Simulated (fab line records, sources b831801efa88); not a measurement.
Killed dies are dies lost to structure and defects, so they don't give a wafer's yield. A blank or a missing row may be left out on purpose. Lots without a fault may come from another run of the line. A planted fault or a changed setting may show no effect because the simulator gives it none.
Chamber matching | flow sky130 | SKY_CONTACT_CMP_04 on cmp-02: 4 sister chambers
The step polishes SiO2. 14 wafers are shown with their chamber, then 7 later ones without.

WAFERS WITH THEIR CHAMBER
wafer  | chamber | motor_current_A (A) | time_to_endpoint_s (s) | edge_zone_pressure_frac
L455.2 | 3       | 13.4                | 76                     | 1.003
L455.5 | 3       | 13.1                | 75                     | 0.994
L455.6 | 2       | 14.1                | 79                     | 0.994
L456.1 | 1       | 11.4                | 80                     | 0.999
L456.3 | 0       | 10.8                | 85                     | 0.994
L456.4 | 3       | 12.9                | 86                     | 1.003
L465.1 | 2       | 13.6                | 87                     | 0.995
L465.5 | 0       | 10.9                | 86                     | 1.009
L465.6 | 3       | 12.2                | 83                     | 1.005
L469.1 | 1       | 10.8                | 82                     | 1.005
L469.3 | 2       | 13.7                | 88                     | 0.997
L469.5 | 3       | 13.6                | 82                     | 1.011
L474.2 | 0       | 10.7                | 87                     | 1.000
L474.4 | 1       | 10.9                | 81                     | 1.006

SIGNATURES (means of the wafers above)
reading                 | chamber 0 | chamber 1 | chamber 2 | chamber 3 | scatter within a chamber
motor_current_A         | 10.800    | 11.033    | 13.800    | 13.040    | 0.392
time_to_endpoint_s      | 86.00     | 81.00     | 84.67     | 80.40     | 3.77
edge_zone_pressure_frac | 1.00100   | 1.00333   | 0.99533   | 1.00320   | 0.00544
Rule: a wafer's distance from a chamber is the root of the sum, over the readings, of the square of ((its reading less the chamber's mean) divided by the reading's scatter). The wafer belongs to the nearest chamber; if the next one is less than 2 further off, it can't be placed. The scatter: the root of (the sum of the squares of (reading less its chamber's mean) over the shown wafers, divided by (wafers less chambers)).

WAFERS WITHOUT THEIR CHAMBER
wafer  | motor_current_A (A) | time_to_endpoint_s (s) | edge_zone_pressure_frac
L474.6 | 10.4                | 83                     | 1.002
L476.2 | 13.0                | 84                     | 1.002
L476.4 | 13.2                | 89                     | 0.987
L476.6 | 11.0                | 89                     | 1.000
L478.1 | 10.7                | 84                     | 0.997
L478.3 | 14.1                | 87                     | 0.994
L478.5 | 10.4                | 84                     | 1.001

WHICH CHAMBER EACH WENT THROUGH
wafer  | from the rows above     | in truth
L474.6 | can't be placed: 0 or 1 | 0
L476.2 | can't be placed: 3 or 2 | 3
L476.4 | can't be placed: 2 or 3 | 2
L476.6 | can't be placed: 0 or 1 | 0
L478.1 | can't be placed: 0 or 1 | 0
L478.3 | 2                       | 2
L478.5 | can't be placed: 0 or 1 | 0
Placed correctly: 1 of 7. Can't be placed from these rows: 6 (the true chamber is among the candidates in 6). Placed wrongly: 0.
